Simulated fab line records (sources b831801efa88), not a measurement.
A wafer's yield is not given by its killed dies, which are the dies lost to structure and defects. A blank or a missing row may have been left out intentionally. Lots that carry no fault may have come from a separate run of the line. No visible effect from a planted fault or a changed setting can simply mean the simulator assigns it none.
Which tool was responsible? | flow gf180mcu | 11 lots with 33 wafers sampled at 6 steps, on a route of 602 steps

== WHAT THE GAUGES SHOWED, per wafer ==
GF_STI_THK_MEAS_04. Usual: STI_CVD_03_THK 206.8 nm, standard deviation 2.2.
lot  | measured    | on            | STI_CVD_03_THK (nm) | flag
L618 | day 1 13:34 | film_metro-04 | 208.8 211.1 208.2   |
L621 | day 2 04:38 | film_metro-04 | 206.1 208.3 207.4   |
L622 | day 2 09:54 | film_metro-04 | 208.2 208.1 207.7   |
L623 | day 2 14:57 | film_metro-04 | 205.7 204.9 207.9   |
L627 | day 3 10:34 | film_metro-04 | 207.0 206.3 207.1   |
L630 | day 4 01:35 | film_metro-04 | 205.0 205.6 204.2   |
L634 | day 4 21:35 | film_metro-04 | 203.4 203.1 204.5   |
L637 | day 5 13:34 | film_metro-02 | 206.3 206.4 204.9   |
L638 | day 5 17:34 | film_metro-04 | 209.9 211.1 210.1   |
L640 | day 6 04:09 | film_metro-04 | 204.7 206.6 203.4   |
L641 | day 6 09:32 | film_metro-03 | 200.3 200.5 201.1   |

GF_MVPSD_TW_MEAS_11. Usual: MVPSD_TW 551, standard deviation 3.9.
lot  | measured     | on            | MVPSD_TW    | flag
L618 | day 5 00:44  | film_metro-03 | 551 552 551 |
L621 | day 5 20:58  | film_metro-03 | 551 546 549 |
L622 | day 6 02:14  | film_metro-01 | 555 552 555 |
L623 | day 6 08:23  | film_metro-02 | 547 547 547 |
L627 | day 7 04:28  | film_metro-02 | 547 543 548 |
L630 | day 7 22:24  | film_metro-01 | 539 538 538 | OFF
L634 | day 9 00:27  | film_metro-01 | 538 536 536 | OFF
L637 | day 9 18:17  | film_metro-01 | 552 558 551 |
L638 | day 9 22:50  | film_metro-03 | 549 549 549 |
L640 | day 10 10:26 | film_metro-01 | 558 557 553 |
L641 | day 10 17:47 | film_metro-01 | 556 554 554 |

GF_VT_IMPLANT_RS_MEAS_49: the measuring method here is four-point-probe. Usual: MVPSD_RS 1169 ohm/sq, standard deviation 3.1.
lot  | measured     | on            | MVPSD_RS (ohm/sq) | flag
L618 | day 7 13:04  | film_metro-01 | 1172 1168 1171    |
L621 | day 8 12:55  | film_metro-01 | 1167 1161 1166    |
L622 | day 8 17:36  | film_metro-02 | 1170 1170 1169    |
L623 | day 9 01:09  | film_metro-01 | 1167 1163 1164    |
L627 | day 9 22:55  | film_metro-02 | 1172 1172 1172    |
L630 | day 10 18:26 | film_metro-02 | 1235 1234 1237    | OFF
L634 | day 11 20:42 | film_metro-01 | 1236 1234 1235    | OFF
L637 | day 12 15:35 | film_metro-01 | 1163 1167 1166    |
L638 | day 12 19:01 | film_metro-03 | 1170 1169 1167    |
L640 | day 13 11:37 | film_metro-01 | 1166 1161 1168    |
L641 | day 13 19:23 | film_metro-02 | 1168 1168 1168    |

== EACH LOT AND THE TOOL THAT RAN IT (in order: tool; ch and the chambers of the sampled wafers; start) ==
lot  | GF_DNWELL_STRIP_08                  | GF_MVPSD_IMPLANT_08             | GF_MVPSD_STRIP_10
L618 | plasma_asher-02 ch 0, day 2 18:54   | implanter-01 ch 0, day 5 00:20  | plasma_asher-03 ch 1, day 5 00:38
L621 | plasma_asher-02 ch 0,1, day 3 12:11 | implanter-04 ch 0, day 5 20:36  | plasma_asher-02 ch 0,1, day 5 20:52
L622 | plasma_asher-03 ch 0,1, day 3 17:44 | implanter-04 ch 0, day 6 01:50  | plasma_asher-02 ch 0, day 6 02:08
L623 | plasma_asher-02 ch 0,1, day 3 22:38 | implanter-01 ch 0, day 6 07:59  | plasma_asher-01 ch 0,1, day 6 08:17
L627 | plasma_asher-02 ch 0,1, day 4 16:53 | implanter-04 ch 0, day 7 04:04  | plasma_asher-02 ch 0,1, day 7 04:22
L630 | plasma_asher-03 ch 0,1, day 5 09:11 | implanter-01 ch 0, day 7 22:02  | plasma_asher-01 ch 0,1, day 7 22:19
L634 | plasma_asher-03 ch 0,1, day 6 07:47 | implanter-01 ch 0, day 9 00:05  | plasma_asher-03 ch 0,1, day 9 00:22
L637 | plasma_asher-03 ch 0,1, day 7 00:03 | implanter-02 ch 0, day 9 17:55  | plasma_asher-03 ch 0,1, day 9 18:11
L638 | plasma_asher-02 ch 0,1, day 7 03:50 | implanter-04 ch 0, day 9 22:26  | plasma_asher-01 ch 0,1, day 9 22:44
L640 | plasma_asher-02 ch 0,1, day 7 16:15 | implanter-02 ch 0, day 10 10:02 | plasma_asher-03 ch 0,1, day 10 10:20
L641 | plasma_asher-01 ch 0,1, day 7 21:09 | implanter-04 ch 0, day 10 17:24 | plasma_asher-02 ch 0,1, day 10 17:40
- GF_DNWELL_STRIP_08: strips in O2/N2.
- GF_MVPSD_IMPLANT_08
- GF_MVPSD_STRIP_10: strips in O2/N2.

== WHAT THE TOOLS THEMSELVES READ (means of the sampled wafers that have a number; where no wafer has one, the mark that the record gives instead) ==
GF_DNWELL_STRIP_08. Usual: drypump_motor_current_A 5.91 A, standard deviation 0.11; heater_power_w 339 W, standard deviation 40; oes_product_au 0.723 a.u., standard deviation 0.0048; platen_temp_c 250.01 C, standard deviation 0.16; strip_time_to_endpoint_s 37.01 s, standard deviation 0.11.
lot  | tool            | drypump_motor_current_A (A) | heater_power_w (W) | oes_product_au (a.u.) | platen_temp_c (C) | strip_time_to_endpoint_s (s) | flag
L618 | plasma_asher-02 | 5.94                        | 392                | 0.723                 | 250.02            | 36.89                        |
L621 | plasma_asher-02 | 5.93                        | 354                | 0.722                 | 249.94            | 36.85                        |
L622 | plasma_asher-03 | 5.93                        | 345                | 0.721                 | 250.13            | 36.97                        |
L623 | plasma_asher-02 | 5.91                        | 316                | 0.726                 | 250.09            | 36.96                        |
L627 | plasma_asher-02 | 5.91                        | 316                | 0.723                 | 249.98            | 37.01                        |
L630 | plasma_asher-03 | 6.02                        | 337                | 0.721                 | 249.96            | 37.12                        |
L634 | plasma_asher-03 | 5.94                        | 344                | 0.721                 | 250.17            | 37.11                        |
L637 | plasma_asher-03 | 6.03                        | 335                | 0.721                 | 249.93            | 37.15                        |
L638 | plasma_asher-02 | 5.95                        | 351                | 0.724                 | 250.00            | 37.10                        |
L640 | plasma_asher-02 | 5.93                        | 318                | 0.721                 | 250.26            | 37.13                        |
L641 | plasma_asher-01 | 5.76                        | 341                | 0.721                 | 249.91            | 36.94                        |

GF_MVPSD_IMPLANT_08. Usual: beam_on_s 10.05 s, standard deviation 0.2; dose_ions_cm2 1.5e+13, standard deviation 1.5e+10; faraday_current_uA 84.2, standard deviation 1.6.
lot  | tool         | beam_on_s (s) | dose_ions_cm2 | faraday_current_uA | flag
L618 | implanter-01 | 10.00         | 1.5e+13       | 84.4               |
L621 | implanter-04 | 9.93          | 1.5e+13       | 85.0               |
L622 | implanter-04 | 9.89          | 1.5e+13       | 85.7               |
L623 | implanter-01 | 10.14         | 1.5e+13       | 83.6               |
L627 | implanter-04 | 10.17         | 1.5e+13       | 83.0               |
L630 | implanter-01 | 9.98          | 1.3e+13       | 75.5               | OFF
L634 | implanter-01 | 10.02         | 1.3e+13       | 75.3               | OFF
L637 | implanter-02 | 10.01         | 1.5e+13       | 84.3               |
L638 | implanter-04 | 9.84          | 1.5e+13       | 85.8               |
L640 | implanter-02 | 10.00         | 1.5e+13       | 84.8               |
L641 | implanter-04 | 10.00         | 1.5e+13       | 84.5               |

GF_MVPSD_STRIP_10. Usual: drypump_motor_current_A 5.92 A, standard deviation 0.12; heater_power_w 338 W, standard deviation 37; oes_product_au 0.723 a.u., standard deviation 0.0043; platen_temp_c 250.02 C, standard deviation 0.19; strip_time_to_endpoint_s 37.02 s, standard deviation 0.097.
lot  | tool            | drypump_motor_current_A (A) | heater_power_w (W) | oes_product_au (a.u.) | platen_temp_c (C) | strip_time_to_endpoint_s (s) | flag
L618 | plasma_asher-03 | 5.86                        | 352                | 0.725                 | 249.92            | 37.08                        |
L621 | plasma_asher-02 | 5.95                        | 352                | 0.719                 | 250.17            | 37.13                        |
L622 | plasma_asher-02 | 5.97                        | 389                | 0.724                 | 250.22            | 37.01                        |
L623 | plasma_asher-01 | 5.74                        | 345                | 0.721                 | 250.19            | 37.16                        |
L627 | plasma_asher-02 | 5.91                        | 312                | 0.717                 | 249.89            | 36.94                        |
L630 | plasma_asher-01 | 5.75                        | 350                | 0.721                 | 250.21            | 37.04                        |
L634 | plasma_asher-03 | 5.95                        | 344                | 0.725                 | 250.09            | 37.15                        |
L637 | plasma_asher-03 | 5.95                        | 347                | 0.722                 | 250.23            | 37.00                        |
L638 | plasma_asher-01 | 5.74                        | 347                | 0.720                 | 249.87            | 37.07                        |
L640 | plasma_asher-03 | 6.04                        | 333                | 0.722                 | 250.04            | 37.11                        |
L641 | plasma_asher-02 | 5.94                        | 355                | 0.725                 | 250.05            | 36.93                        |

== THE ANSWER, worked out from the rows above alone ==
Rule: a lot is off if the mean of its wafers that have a number lies more than 3 standard deviations from the usual mean. Also off: a lot with no number at a reading for which 4 or more lots have one. The other lots that the step has rows for count as sound. Order of review: gauges by route order, followed by the tools' own readings, for which a lot's mean as printed above is used. At the first step where some lot is off, the reading lying furthest off is the one used; lots without a number count as furthest.
Off: L630, L634, at GF_MVPSD_TW_MEAS_11 (MVPSD_TW).
A tool fits if, at a process step before that reading, it ran every lot that is off, and no sound lot after the first of them. The gauges at GF_MVPSD_TW_MEAS_11 aren't tried: what is off there is off at GF_MVPSD_IMPLANT_08 too, on other tools, and a gauge's error can't cause that. One fits: implanter-01 at GF_MVPSD_IMPLANT_08. Its last sound lot is L623 (day 6 07:59), its first lot that is off L630 (day 7 22:02): a fault that began between those two fits.
The tool's own readings at GF_MVPSD_IMPLANT_08 bear it out: on the lots that are off they differ by more than 5 times the standard deviation of the sound lots' means. dose_ions_cm2 reads 1.3e+13 there against 1.5e+13 on the sound lots; faraday_current_uA reads 75.4 there against 84.6 on the sound lots.

== WHAT HAD BEEN PUT IN BY THE SIMULATOR ==
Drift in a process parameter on implanter-01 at GF_MVPSD_IMPLANT_08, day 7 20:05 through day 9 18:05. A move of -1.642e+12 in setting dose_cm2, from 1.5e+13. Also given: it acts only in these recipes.
Struck lots among those shown: L630, L634. This agrees with what the rule above found.
